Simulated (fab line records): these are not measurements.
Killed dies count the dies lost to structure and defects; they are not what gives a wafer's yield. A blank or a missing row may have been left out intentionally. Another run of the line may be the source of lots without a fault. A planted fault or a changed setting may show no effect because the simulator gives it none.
Comparing a struck lot with a sound one	flow sky130	18 out of 708 route steps
Sound: the wafers L971.1, L971.2, L971.6. Wafers struck: L982.1, L982.6. The cause is named last.
Order at every step that has rows: each side's tool, ch and its chambers, its first start. Under that, the readings that differ: sound wafers	struck wafers	difference of the means	sigmas: that difference in standard deviations of wafers without a fault.
alike: a reading whose means differ by less than 2 such deviations, as well as words and numbers matching on both sides. not compared: withheld readings; readings where some wafer has no value; bounds like >300 that might hide an equal value; numbers whose values overlap and for which the record gives no deviation.
A row with sigmas, a row that says differs or no value, or rows on one side alone: a step with any of these is where the two part. Numbers that have no deviation but don't overlap get no sigmas and don't part them. A reading missing from all wafers of one side parts the sides only when that side holds two or more wafers.

first, 3 steps without rows for these wafers: SKY_POLY_CUT_EXPOSE_05 (exposes mask NPCM, target cd 270 nm); SKY_POLY_CUT_PEB_06; SKY_POLY_CUT_DEVELOP_07 (develop time 60 s).
SKY_POLY_CUT_CD_MEAS_08: the cd target is 270 nm.
  sound: cd_sem-02 at day 24 07:59; struck: cd_sem-01 at day 28 14:59
  alike: cd_nm
SKY_POLY_CUT_OVL_MEAS_09:
  sound: overlay-01 at day 24 08:06; struck: overlay-02 at day 28 15:07
  alike: POLY_CUT_OVL
SKY_POLY_CUT_ETCH_10: etches BARC in N2/H2, stops on SiO2, time 45.9 s, target depth 60 nm.
  sound on rie_diel-04 ch 2,3, day 24 08:08; struck on rie_diel-04 ch 0,3, day 28 15:08
  alike: bias_w, drypump_motor_current_A, h2_flow_sccm, oes_product_au, throttle_valve_pct
  not compared: rf_hours_counter_h
SKY_POLY_CUT_ETCH_11: etches Si3N4 in CF4/CH2F2/Ar, stops on poly-Si, time 42.5 s, target depth 60 nm.
  sound on rie_diel-04 ch 2,3, day 24 08:11; struck on rie_diel-04 ch 0,3, day 28 15:11
  alike: bias_w, drypump_motor_current_A, oes_product_au, throttle_valve_pct
  not compared: rf_hours_counter_h
SKY_POLY_CUT_STRIP_12: strips in O2/N2.
  sound on plasma_asher-01 ch 0,1, day 24 08:13; struck on plasma_asher-04 ch 0,1, day 28 15:14
  alike: drypump_motor_current_A, oes_product_au, strip_time_to_endpoint_s
  not compared: rf_hours_counter_h
then, 4 steps without rows for these wafers: SKY_SD_P_DEHYDRATE_00 (time 60 s); SKY_SD_P_HMDS_01 (prime time 60 s); SKY_SD_P_COAT_02 (resist thk 1140 nm); SKY_SD_P_SOFTBAKE_03 (time 60 s).
SKY_SD_P_EXPOSE_04: exposes mask PSDM, target cd 380 nm.
  sound on iline_stepper-02 ch 0, day 24 23:22; struck on iline_stepper-02 ch 0, day 29 04:49
  alike: mask
then, 2 steps without rows for these wafers: SKY_SD_P_PEB_05; SKY_SD_P_DEVELOP_06 (develop time 60 s).
SKY_SD_P_CD_MEAS_07: the cd target is 380 nm.
  sound: cd_sem-02 at day 25 13:32; struck: cd_sem-02 at day 29 19:25
reading	sound	struck	difference	sigmas
cd_nm (nm)	378.9 377.8 377.5	361.3 362.9	-16.0	-6
  not compared: hold
SKY_SD_P_OVL_MEAS_08:
  sound: overlay-02 at day 25 13:39; struck: overlay-01 at day 30 02:14
reading	sound	struck	difference	sigmas
hold	- - -	await_dispo/6.7h/release await_dispo/6.7h/release	no value on the sound wafers	
SD_P_OVL (nm)	1.7 3.0 4.7	-1.9 -0.7	-4.4	-3
following that, these wafers have no rows for 1 step: SKY_PAD_OPEN_PROBE_99.

== WHERE THEY PART ==
Earliest at SKY_SD_P_CD_MEAS_07; latest, in this record, at SKY_SD_P_OVL_MEAS_08.

WHY: whatever the simulator had introduced
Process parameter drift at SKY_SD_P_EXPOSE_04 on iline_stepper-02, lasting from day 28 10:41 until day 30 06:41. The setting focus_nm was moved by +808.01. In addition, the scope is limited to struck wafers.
